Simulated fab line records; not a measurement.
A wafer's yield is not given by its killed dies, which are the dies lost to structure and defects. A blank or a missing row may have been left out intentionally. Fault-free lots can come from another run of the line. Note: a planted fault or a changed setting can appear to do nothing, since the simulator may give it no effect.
The tool behind it: which one?	flow sky130	at 1 step of a route of 708, 12 lots with 36 wafers sampled

== WHAT THE GAUGES SHOWED, per wafer ==
SKY_VIA1_OVL_MEAS_13.
lot	measured	on	VIA1_OVL (nm)
L075	day 34 15:19	overlay-02	-13 -4 -5
L077	day 34 23:11	overlay-02	-7 -13 -8
L079	day 35 16:10	overlay-02	-2 -1 0
L081	day 36 12:45	overlay-01	-6 -8 -3
L083	day 36 19:53	overlay-01	1 1 -2
L085	day 37 08:52	overlay-01	-4 -10 -13
L087	day 38 00:28	overlay-02	-3 -8 0
L089	day 38 20:44	overlay-01	-11 -3 -3
L091	day 39 06:37	overlay-02	-5 -16 6
L093	day 40 00:14	overlay-01	-11 -14 -8
L095	day 40 07:35	overlay-02	-5 1 1
L097	day 40 21:17	overlay-02	-4 -5 4

== WHICH TOOL RAN EACH LOT (tool, then ch and the chambers of the sampled wafers, then the start) ==
The record shows no process step preceding these readings.

== THE ANSWER, worked out from the rows above alone ==
Rule: what is usual is taken from the lots themselves. The widest of any qualifying gaps counts: lots, ordered by their means at a reading, are off when they make up no more than a third of the lots, leave a main group of 4 or more, and stand apart from it by 3 or more times the standard deviation of that group's means. If all means in a main group match to the digits the tables above print for the reading, that group is not used. A lot without any number at a reading at which 4 lots or more have one is off too. Any other lot the step has rows for is counted as sound.
No lot is off at any reading shown: from this, nothing can be told.

== WHAT HAD BEEN PUT IN BY THE SIMULATOR ==
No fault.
